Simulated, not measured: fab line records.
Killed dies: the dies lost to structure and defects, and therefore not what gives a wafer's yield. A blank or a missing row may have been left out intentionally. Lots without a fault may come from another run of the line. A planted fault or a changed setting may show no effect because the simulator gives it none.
Which tool is to blame?	flow sky130	24 lots with 72 wafers sampled at 5 steps, on a route of 708 steps

WHAT EACH GAUGE READ, for each wafer
SKY_SD_N_TW_MEAS_12. Usual: SD_N_TW typically reads 3961, with standard deviation 27.
lot	measured	on	SD_N_TW	flag
L074	day 27 18:23	filmMetro-02	3939 3962 3934	
L075	day 27 23:01	filmMetro-02	3924 3926 3947	
L076	day 28 17:10	filmMetro-02	4000 3979 3983	
L077	day 28 20:14	filmMetro-02	3945 3938 3951	
L078	day 29 19:41	filmMetro-03	3927 3952 3942	
L079	day 29 22:11	filmMetro-03	3983 3988 3974	
L080	day 30 01:49	filmMetro-02	3964 3938 3911	
L081	day 30 08:53	filmMetro-03	3925 3935 3939	
L082	day 30 23:40	filmMetro-02	3922 3929 3925	
L083	day 31 10:30	filmMetro-04	3995 3981 3980	
L085	day 31 18:26	filmMetro-03	3942 3948 3946	
L084	day 31 19:57	filmMetro-04	3978 3978 3988	
L086	day 31 21:41	filmMetro-02	3992 3996 3974	
L087	day 32 13:22	filmMetro-02	3905 3918 3940	
L088	day 32 20:43	filmMetro-04	3987 3994 4008	
L089	day 33 05:55	filmMetro-03	3971 3933 3948	
L090	day 33 12:12	filmMetro-04	4002 4018 4027	
L091	day 33 17:43	filmMetro-03	3965 3929 3951	
L092	day 34 00:28	filmMetro-02	3954 3970 3970	
L093	day 34 03:13	filmMetro-02	3954 3947 3949	
L094	day 34 05:53	filmMetro-03	3944 3942 3940	
L095	day 34 12:56	filmMetro-03	3954 3954 3964	
L096	day 35 00:58	filmMetro-04	3979 4009 4007	
L097	day 35 18:08	filmMetro-02	4001 3983 3991	

SKY_METAL1_THK_MEAS_06: measures by xrf. Usual: METAL1_ALCU_THK typically reads 249 nm, with standard deviation 3.1.
lot	measured	on	METAL1_ALCU_THK (nm)	flag
L074	day 31 12:23	filmMetro-01	251 252 251	
L075	day 31 16:52	filmMetro-03	250 253 250	
L076	day 32 11:20	filmMetro-01	250 250 252	
L077	day 32 13:44	filmMetro-01	244 244 245	
L078	day 33 11:11	filmMetro-03	250 249 247	
L079	day 33 14:11	filmMetro-02	250 250 253	
L080	day 33 17:41	filmMetro-01	248 249 249	
L081	day 33 23:59	filmMetro-02	249 246 247	
L082	day 34 13:53	filmMetro-02	252 253 248	
L083	day 35 01:52	filmMetro-02	250 252 251	
L085	day 35 09:41	filmMetro-02	250 251 246	
L084	day 35 10:17	filmMetro-02	248 245 247	
L086	day 35 10:35	filmMetro-03	246 250 251	
L087	day 36 03:25	filmMetro-03	250 247 253	
L088	day 36 11:11	filmMetro-01	249 250 250	
L089	day 36 18:53	filmMetro-02	252 252 250	
L090	day 37 00:38	filmMetro-01	247 243 245	
L091	day 37 07:44	filmMetro-02	247 251 248	
L092	day 37 13:16	filmMetro-02	253 251 253	
L093	day 37 16:35	filmMetro-03	252 250 250	
L094	day 37 18:59	filmMetro-01	247 249 248	
L095	day 38 01:38	filmMetro-01	241 243 245	
L096	day 38 14:11	filmMetro-01	250 249 249	
L097	day 39 05:23	filmMetro-03	250 247 248	

SKY_CAP2M_RS_MEAS_03: a four-point-probe measurement. Usual: CAP2M_TIN_RS typically reads 6.94 ohm/sq, with standard deviation 0.081.
lot	measured	on	CAP2M_TIN_RS (ohm/sq)	flag
L074	day 39 15:48	filmMetro-03	6.98 6.92 7.03	
L075	day 39 17:01	filmMetro-04	6.87 6.87 6.77	
L076	day 40 11:05	filmMetro-01	6.85 6.92 6.99	
L077	day 40 13:53	filmMetro-03	6.92 6.93 6.87	
L078	day 41 09:21	filmMetro-04	6.76 6.85 6.84	
L079	day 41 10:48	filmMetro-01	6.97 6.96 6.96	
L080	day 41 15:00	filmMetro-01	6.97 7.01 7.04	
L081	day 41 19:55	filmMetro-04	6.91 6.88 6.87	
L082	day 42 06:00	filmMetro-03	6.95 6.93 6.91	
L083	day 42 19:39	filmMetro-04	6.85 6.93 6.91	
L085	day 43 01:56	filmMetro-01	7.00 6.97 7.03	
L084	day 43 03:10	filmMetro-01	7.00 6.95 7.02	
L086	day 43 03:28	filmMetro-04	7.00 6.97 7.00	
L087	day 43 18:03	filmMetro-04	6.90 6.81 6.79	
L088	day 44 00:25	filmMetro-04	6.93 6.91 6.90	
L089	day 44 06:05	filmMetro-01	6.92 6.89 6.87	
L090	day 44 12:16	filmMetro-04	6.93 6.85 6.84	
L091	day 44 18:18	filmMetro-03	6.88 6.87 6.89	
L092	day 44 23:13	filmMetro-04	7.06 7.03 7.13	
L093	day 45 02:03	filmMetro-03	7.04 7.10 7.02	
L094	day 45 04:53	filmMetro-01	6.86 6.93 6.90	
L095	day 45 07:53	filmMetro-03	6.94 6.90 6.91	
L096	day 45 19:27	filmMetro-03	6.96 6.96 6.99	
L097	day 46 07:23	filmMetro-04	7.11 7.10 7.12	

WHICH TOOL RAN EACH LOT (tool, then ch and the chambers of the sampled wafers, then the start)
lot	SKY_METAL3_STRIP_19	SKY_CAP2M_CVD_00
L074	plasmaAsher-02 ch 0,1, day 38 12:31	pecvd-02 ch 0,1, day 39 15:37
L075	plasmaAsher-04 ch 0,1, day 38 13:16	pecvd-04 ch 0,1,2, day 39 16:47
L076	plasmaAsher-04 ch 0,1, day 39 07:40	pecvd-02 ch 0,2, day 40 10:51
L077	plasmaAsher-02 ch 0,1, day 39 10:24	pecvd-03 ch 0,1, day 40 13:41
L078	plasmaAsher-02 ch 0,1, day 40 06:10	pecvd-02 ch 0,1, day 41 09:08
L079	plasmaAsher-01 ch 0,1, day 40 07:47	pecvd-03 ch 0,1,2, day 41 10:36
L080	plasmaAsher-02 ch 0,1, day 40 11:43	pecvd-04 ch 0,1,2, day 41 14:49
L081	plasmaAsher-04 ch 0,1, day 40 17:11	pecvd-03 ch 0,1,2, day 41 19:43
L082	plasmaAsher-04 ch 0,1, day 41 03:26	pecvd-03 ch 0,2, day 42 05:46
L083	plasmaAsher-02 ch 0,1, day 41 17:01	pecvd-02 ch 0,1,2, day 42 19:26
L085	plasmaAsher-04 ch 0,1, day 42 00:19	pecvd-03 ch 0,2, day 43 01:44
L084	plasmaAsher-04 ch 0,1, day 42 01:09	pecvd-04 ch 0,1,2, day 43 02:58
L086	plasmaAsher-02 ch 0, day 42 01:34	pecvd-03 ch 0,2, day 43 03:14
L087	plasmaAsher-02 ch 0,1, day 42 16:28	pecvd-02 ch 0,1, day 43 17:52
L088	plasmaAsher-02 ch 0,1, day 42 22:28	pecvd-02 ch 1,2, day 44 00:09
L089	plasmaAsher-01 ch 0,1, day 43 04:15	pecvd-03 ch 0,2, day 44 05:53
L090	plasmaAsher-01 ch 0,1, day 43 10:22	pecvd-03 ch 0,1,2, day 44 12:03
L091	plasmaAsher-04 ch 0,1, day 43 17:12	pecvd-03 ch 1,2, day 44 18:07
L092	plasmaAsher-01 ch 0,1, day 43 21:55	pecvd-02 ch 1,2, day 44 22:59
L093	plasmaAsher-04 ch 0,1, day 44 00:27	pecvd-04 ch 0,1, day 45 01:52
L094	plasmaAsher-04 ch 0,1, day 44 03:57	pecvd-04 ch 0,1,2, day 45 04:41
L095	plasmaAsher-01 ch 0,1, day 44 06:47	pecvd-04 ch 0,1, day 45 07:42
L096	plasmaAsher-01 ch 0,1, day 44 19:26	pecvd-02 ch 0,2, day 45 19:16
L097	plasmaAsher-04 ch 0,1, day 45 07:33	pecvd-02 ch 1,2, day 46 07:10
- SKY_METAL3_STRIP_19: strips in O2/N2.
- SKY_CAP2M_CVD_00: deposits SiO2, target thk 15.5 nm.

AS READ BY THE TOOLS THEMSELVES (means over the sampled wafers that have a number; for cases with no such wafer, the mark the record gives instead)
SKY_METAL3_STRIP_19. Usual: drypumpMotorCurrentA 5.9 A, standard deviation 0.52; n2FlowSccm 300.1 sccm, standard deviation 0.88; oesProductAu 0.502 a.u., standard deviation 0.0066; stripTimeToEndpointS 6.53 s, standard deviation 0.12.
lot	tool	drypumpMotorCurrentA (A)	n2FlowSccm (sccm)	oesProductAu (a.u.)	stripTimeToEndpointS (s)	flag
L074	plasmaAsher-02	5.7	299.7	0.508	6.62	
L075	plasmaAsher-04	6.3	299.8	0.511	6.64	
L076	plasmaAsher-04	6.4	300.3	0.502	6.51	
L077	plasmaAsher-02	5.7	299.7	0.504	6.60	
L078	plasmaAsher-02	5.7	300.1	0.486	6.27	
L079	plasmaAsher-01	5.3	301.2	0.499	6.52	
L080	plasmaAsher-02	5.7	300.0	0.490	6.34	
L081	plasmaAsher-04	6.4	300.0	0.506	6.53	
L082	plasmaAsher-04	6.4	299.9	0.501	6.49	
L083	plasmaAsher-02	5.7	299.7	0.504	6.62	
L085	plasmaAsher-04	6.3	300.2	0.499	6.47	
L084	plasmaAsher-04	6.4	301.0	0.496	6.46	
L086	plasmaAsher-02	5.6	300.2	0.504	6.62	
L087	plasmaAsher-02	5.7	300.5	0.493	6.28	
L088	plasmaAsher-02	5.7	299.1	0.508	6.59	
L089	plasmaAsher-01	5.7	298.4	0.502	6.42	
L090	plasmaAsher-01	5.8	300.1	0.501	6.58	
L091	plasmaAsher-04	6.3	301.2	0.500	6.58	
L092	plasmaAsher-01	5.7	299.5	0.505	6.59	
L093	plasmaAsher-04	6.4	300.2	0.503	6.61	
L094	plasmaAsher-04	6.4	300.0	0.498	6.47	
L095	plasmaAsher-01	5.7	299.7	0.500	6.54	
L096	plasmaAsher-01	5.8	299.3	0.503	6.53	
L097	plasmaAsher-04	6.4	300.8	0.510	6.67	

SKY_CAP2M_CVD_00. Usual: heaterPowerW 742 W, standard deviation 81.
lot	tool	heaterPowerW (W)	flag
L074	pecvd-02	773	
L075	pecvd-04	647	
L076	pecvd-02	794	
L077	pecvd-03	805	
L078	pecvd-02	748	
L079	pecvd-03	789	
L080	pecvd-04	670	
L081	pecvd-03	747	
L082	pecvd-03	798	
L083	pecvd-02	708	
L085	pecvd-03	843	
L084	pecvd-04	646	
L086	pecvd-03	800	
L087	pecvd-02	744	
L088	pecvd-02	756	
L089	pecvd-03	772	
L090	pecvd-03	810	
L091	pecvd-03	699	
L092	pecvd-02	780	
L093	pecvd-04	667	
L094	pecvd-04	675	
L095	pecvd-04	679	
L096	pecvd-02	805	
L097	pecvd-02	802	

THE ANSWER, worked out from the rows above alone
Rule: lot off if the mean of its wafers having a number is beyond 3 standard deviations from the usual mean. Also off: a lot with no number at a reading for which 4 or more lots have one. Any other lot the step has rows for is counted as sound. The gauges are gone through in route order, then the tools' own readings, and for those a lot's mean is taken as printed above. At the first step where some lot is off, the reading lying furthest off is the one used; lots without a number count as furthest.
Across all readings shown, no lot is off: no conclusion can be drawn from this.

WHAT HAD BEEN PUT IN BY THE SIMULATOR
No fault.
